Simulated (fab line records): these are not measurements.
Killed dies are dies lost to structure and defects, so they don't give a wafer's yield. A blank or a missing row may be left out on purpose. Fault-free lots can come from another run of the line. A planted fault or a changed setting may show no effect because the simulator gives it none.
Struck lot and sound lot, side by side ; flow gf180mcu ; 22 steps out of a route of 602
Sound: wafers L807.2, L807.4, L807.5. Struck: wafer L804.1 (left out: L804.4, a lot-mate that was not struck); the cause follows at the end.
Each step with rows lists, per side, the tool, then ch with its chambers, then its first start. Under that, the readings that differ: sound wafers ; struck wafers ; difference of the means ; sigmas: that difference in standard deviations of wafers without a fault.
alike: readings whose means differ by less than 2 such deviations, and words and numbers that are the same on both sides. not compared: withheld readings, readings that some wafer has no value for, bounds like >300 that may hide the same value, and numbers for which the record gives no deviation and whose values overlap.
A row with sigmas, a row that says differs or no value, or rows on one side alone: a step with any of these is where the two part. Non-overlapping numbers with no deviation appear without sigmas and do not part them. A reading that every wafer of one side lacks parts them only if that side has two wafers or more.

GF_V5_RS_MEAS_24: measures by four-point-probe.
  struck on film-metro-03, day 33 01:04; sound on film-metro-01, day 33 06:16
  alike: V5_W_RS
GF_V5_THK_MEAS_25: measures by xrf.
  struck on film-metro-03, day 33 01:11; sound on film-metro-01, day 33 06:23
  alike: V5_W_THK
GF_V5_CMP_26: polishes, stops on SiO2, t overpolish 15 s, target thk 0 nm.
  sound on cmp-02 ch 0,3, day 33 06:29; struck on cmp-02 ch 1, day 33 01:15
  alike: motor-current-A, overpolish-run-s, time-to-endpoint-s
then, 1 step without rows for these wafers: GF_TOP_METAL_SPUTTER_00 (material Ti, target thk 37.5 nm, time 150 s).
GF_TOP_METAL_SPUTTER_01: material TiN, target thk 30 nm, time 25 s.
  struck on pvd-sputter-01, day 33 01:39; sound on pvd-sputter-03, day 33 06:50
  alike: throttle-valve-pct
GF_TOP_METAL_SPUTTER_02: material AlCu, target thk 900 nm, time 47.82 s.
  struck on pvd-sputter-01, day 33 01:41; sound on pvd-sputter-03, day 33 06:52
  alike: throttle-valve-pct
GF_TOP_METAL_SPUTTER_03: material Ti, target thk 5 nm, time 3.3 s.
  struck on pvd-sputter-01, day 33 01:44; sound on pvd-sputter-03, day 33 06:55
reading;sound;struck;difference;sigmas
throttle-valve-pct (%);29.3 30.3 29.5;31.6;+1.9;+2
GF_TOP_METAL_SPUTTER_04: material TiN, target thk 25 nm, time 20.8 s.
  struck on pvd-sputter-01, day 33 01:45; sound on pvd-sputter-03, day 33 06:55
  alike: throttle-valve-pct
GF_TOP_METAL_RS_MEAS_05: measures by four-point-probe.
  struck on film-metro-02, day 33 01:46; sound on film-metro-01, day 33 06:58
  alike: TOP_METAL_ALCU_RS
GF_TOP_METAL_THK_MEAS_06: measures by xrf.
  struck on film-metro-02, day 33 01:53; sound on film-metro-01, day 33 07:05
  alike: TOP_METAL_ALCU_THK
then, 2 steps without rows for these wafers: GF_TOP_METAL_DEHYDRATE_07 (time 60 s); GF_TOP_METAL_HMDS_08 (prime time 60 s).
GF_TOP_METAL_COAT_09: resist thk 1500 nm.
  sound on litho-track-04 ch 0, day 33 14:38; struck on litho-track-01 ch 0, day 33 08:52
reading;sound;struck;difference;sigmas
model.NOVOLAK_of_TOP_METAL_COAT_09.thk-nm (nm);1506 1505 1500;1449;-55;
then, 4 steps without rows for these wafers: GF_TOP_METAL_SOFTBAKE_10 (time 60 s); GF_TOP_METAL_EXPOSE_11 (exposes mask MetalTop, target cd 440 nm); GF_TOP_METAL_PEB_12; GF_TOP_METAL_DEVELOP_13 (develop time 60 s).
GF_TOP_METAL_CD_MEAS_14: the cd target is 440 nm.
  struck on cd-sem-02, day 33 17:25; sound on cd-sem-01, day 33 22:31
  alike: cd-nm
GF_TOP_METAL_OVL_MEAS_15:
  struck on overlay-01, day 33 17:32; sound on overlay-02, day 33 22:37
  alike: TOP_METAL_OVL
GF_TOP_METAL_METAL_ETCH_16: etches the open film in Cl2/BCl3, stops on SiO2, target depth 1197 nm, time 199.5 s.
  sound on rie-metal-03 ch 0,1, day 33 22:39; struck on rie-metal-04 ch 0, day 33 17:34
reading;sound;struck;difference;sigmas
model.NOVOLAK_of_TOP_METAL_COAT_09.thk-nm (nm);1027 1035 1017;973.2;-53.1;
  alike: drypump-motor-current-A, oes-product-au, throttle-valve-pct
  not compared: rf-hours-counter-h
GF_TOP_METAL_STRIP_17: strips in O2/N2.
  sound on plasma-asher-02 ch 0,1, day 33 22:50; struck on plasma-asher-03 ch 0, day 33 17:46
reading;sound;struck;difference;sigmas
heater-power-w (W);318 307 311;445;+133;+3
strip-time-to-endpoint-s (s);12.97 13.08 12.85;12.42;-0.55;-7
  alike: drypump-motor-current-A, oes-product-au, platen-temp-c
  not compared: rf-hours-counter-h
then, 1 step without rows for these wafers: GF_TOP_METAL_STRIP_18 (strips in post etch residue remover, time 1200 s).

== WHERE THEY PART ==
Earliest at GF_TOP_METAL_SPUTTER_03; latest, in this record, at GF_TOP_METAL_STRIP_17.

WHY: whatever the simulator had introduced
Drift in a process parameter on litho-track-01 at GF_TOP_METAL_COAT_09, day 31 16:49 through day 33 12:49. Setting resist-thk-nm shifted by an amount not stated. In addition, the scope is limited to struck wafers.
